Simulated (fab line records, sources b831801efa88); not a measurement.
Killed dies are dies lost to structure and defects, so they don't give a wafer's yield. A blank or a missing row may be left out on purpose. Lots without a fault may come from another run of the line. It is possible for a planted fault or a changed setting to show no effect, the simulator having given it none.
Comparing a struck lot with a sound one ; flow sky130 ; 43 out of 708 route steps
Sound: wafers L755.1, L755.3, L755.6. Struck: wafer L760.5 (left out: L760.3, L760.6 of the same lot, which were not struck); the cause appears at the end.
At each step with rows: each side's tool, then ch and its chambers, then its first start. Under that, the readings that differ: sound wafers ; struck wafers ; difference of the means ; sigmas: that difference in standard deviations of wafers without a fault.
alike: words and numbers the same on both sides, and readings whose means are apart by under 2 such deviations; not compared: readings that were withheld, readings missing a value for some wafer, numbers with overlapping values and no deviation given by the record, and bounds like >300 which may hide the same value.
Wherever a step has rows on one side only, a row that says differs or no value, or a row with sigmas, the two part there. Non-overlapping numbers with no deviation appear without sigmas and do not part them. Lack of a reading on every wafer of one side parts them only where that side has two or more wafers.

SKY_SONOS_ONO_THK_MEAS_05:
  sound: film-metro-01 at day 13 00:58; struck: film-metro-01 at day 14 13:33
  alike: SONOS_ONO_CVD_04_THK
then, 7 steps without rows for these wafers: SKY_SONOS_ONO_DEHYDRATE_06 (time 60 s); SKY_SONOS_ONO_HMDS_07 (prime time 60 s); SKY_SONOS_ONO_COAT_08 (resist thk 1140 nm); SKY_SONOS_ONO_SOFTBAKE_09 (time 60 s); SKY_SONOS_ONO_EXPOSE_10 (exposes mask ONOM, target cd 410 nm); SKY_SONOS_ONO_PEB_11; SKY_SONOS_ONO_DEVELOP_12 (develop time 60 s).
SKY_SONOS_ONO_CD_MEAS_13 targets a cd of 410 nm.
  sound: cd-sem-01 at day 14 01:21; struck: cd-sem-01 at day 15 16:47
reading;sound;struck;difference;sigmas
cd-nm (nm);414.8 411.3 413.4;408.0;-5.2;-3
SKY_SONOS_ONO_OVL_MEAS_14:
  sound: overlay-01 at day 14 01:28; struck: overlay-02 at day 15 16:53
  alike: SONOS_ONO_OVL
SKY_SONOS_ONO_ETCH_15: etches the open film in CHF3/O2, target depth 19.52 nm, time 7.8 s.
  sound on rie-diel-01 ch 0,2,3, day 14 01:31; struck on rie-diel-04 ch 0, day 15 16:55
  alike: drypump-motor-current-A, oes-product-au, throttle-valve-pct
  not compared: rf-hours-counter-h
then, 1 step without rows for these wafers: SKY_SONOS_ONO_WET_ETCH_16 (etches SiO2 in dHF, target depth 14 nm, time 280 s).
SKY_SONOS_ONO_STRIP_17: strips in O2/N2.
  sound on plasma-asher-03 ch 0,1, day 14 01:37; struck on plasma-asher-01 ch 0, day 15 17:03
  alike: drypump-motor-current-A, oes-product-au, strip-time-to-endpoint-s
  not compared: rf-hours-counter-h
then, 3 steps without rows for these wafers: SKY_SONOS_ONO_WET_ETCH_18 (etches Si3N4 in H3PO4, target depth 15 nm, time 172 s); SKY_GATE_OXIDE_CLEAN_00 (cleans in SC1/SC2, time 150 s); SKY_GATE_OXIDE_OXIDATION_01 (stabilise 600 s, purge 300 s, target thk 10.268 nm).
SKY_GATE_OXIDE_THK_MEAS_02:
  sound: film-metro-02 at day 14 04:26; struck: film-metro-03 at day 16 00:54
reading;sound;struck;difference;sigmas
GATE_OXIDE_OXIDATION_00_THK (nm);9.72 9.70 9.76;9.23;-0.50;-2
then, 7 steps without rows for these wafers: SKY_GATE_OXIDE_DEHYDRATE_03 (time 60 s); SKY_GATE_OXIDE_HMDS_04 (prime time 60 s); SKY_GATE_OXIDE_COAT_05 (resist thk 1140 nm); SKY_GATE_OXIDE_SOFTBAKE_06 (time 60 s); SKY_GATE_OXIDE_EXPOSE_07 (exposes mask LVOM, target cd 600 nm); SKY_GATE_OXIDE_PEB_08; SKY_GATE_OXIDE_DEVELOP_09 (develop time 60 s).
SKY_GATE_OXIDE_OVL_MEAS_10:
  sound: overlay-01 at day 15 06:49; struck: overlay-02 at day 17 03:25
  alike: GATE_OXIDE_OVL
then, 2 steps without rows for these wafers: SKY_GATE_OXIDE_IMPLANT_11; SKY_GATE_OXIDE_WET_ETCH_12 (etches SiO2 in dHF, target depth 16.8 nm, time 336 s).
SKY_GATE_OXIDE_STRIP_13: strips in O2/N2.
  sound on plasma-asher-04 ch 1, day 15 07:05; struck on plasma-asher-04 ch 1, day 17 03:47
  alike: drypump-motor-current-A, oes-product-au, strip-time-to-endpoint-s
  not compared: rf-hours-counter-h
SKY_GATE_OXIDE_TW_MEAS_14:
  sound: film-metro-04 at day 15 07:11; struck: film-metro-04 at day 17 03:53
  alike: GATE_OXIDE_TW
then, 3 steps without rows for these wafers: SKY_GATE_OXIDE_CLEAN_15 (cleans in SC1/SC2, time 150 s); SKY_GATE_OXIDE_OXIDATION_16 (stabilise 600 s, purge 300 s, target thk 3.57 nm); SKY_POLY_GATE_CVD_00 (deposits poly-Si, target thk 180 nm, time 720 s).
SKY_POLY_GATE_THK_MEAS_01:
  sound: film-metro-04 at day 15 15:00; struck: film-metro-04 at day 17 08:11
  alike: POLY_GATE_CVD_00_THK
then, 8 steps without rows for these wafers: SKY_RES_PROTECT_DEHYDRATE_00 (time 60 s); SKY_RES_PROTECT_HMDS_01 (prime time 60 s); SKY_RES_PROTECT_COAT_02 (resist thk 1123 nm); SKY_RES_PROTECT_SOFTBAKE_03 (time 60 s); SKY_RES_PROTECT_EXPOSE_04 (exposes mask RPM, target cd 1270 nm); SKY_RES_PROTECT_PEB_05; SKY_RES_PROTECT_DEVELOP_06 (develop time 60 s); SKY_POLY_GATE_IMPLANT_02.
SKY_RES_PROTECT_STRIP_07: strips in O2/N2.
  sound on plasma-asher-02 ch 0,1, day 16 17:08; struck on plasma-asher-01 ch 0, day 18 14:14
  alike: drypump-motor-current-A, oes-product-au, strip-time-to-endpoint-s
  not compared: rf-hours-counter-h
-- the record jumps here: 29 days lie between the struck wafers' starts before and after (it left off in module RES_PROTECT and takes up again in module PAD_OPEN, whose first step shown is number 708 of the route) --
SKY_PAD_OPEN_PROBE_99:
  sound: prober-01 at day 47 02:31; struck: prober-02 at day 48 02:08
reading;sound;struck;difference;sigmas
hold;- - -;await-dispo/3.1h/release;no value on the sound wafers;
killed-at-front-end;16 18 16;53;+36;+9
killed-dies;87 73 82;114;+33;+4
killed-on-rim;16 12 19;31;+15;+4
  alike: killed_at_M0_to_M3, killed_at_M4_up, killed-at-contacts, killed-at-other, killed-open, killed-short

WHERE THEY PART
Last at SKY_PAD_OPEN_PROBE_99 as far as this record goes, first at SKY_SONOS_ONO_CD_MEAS_13.

WHY: what the simulator had put in
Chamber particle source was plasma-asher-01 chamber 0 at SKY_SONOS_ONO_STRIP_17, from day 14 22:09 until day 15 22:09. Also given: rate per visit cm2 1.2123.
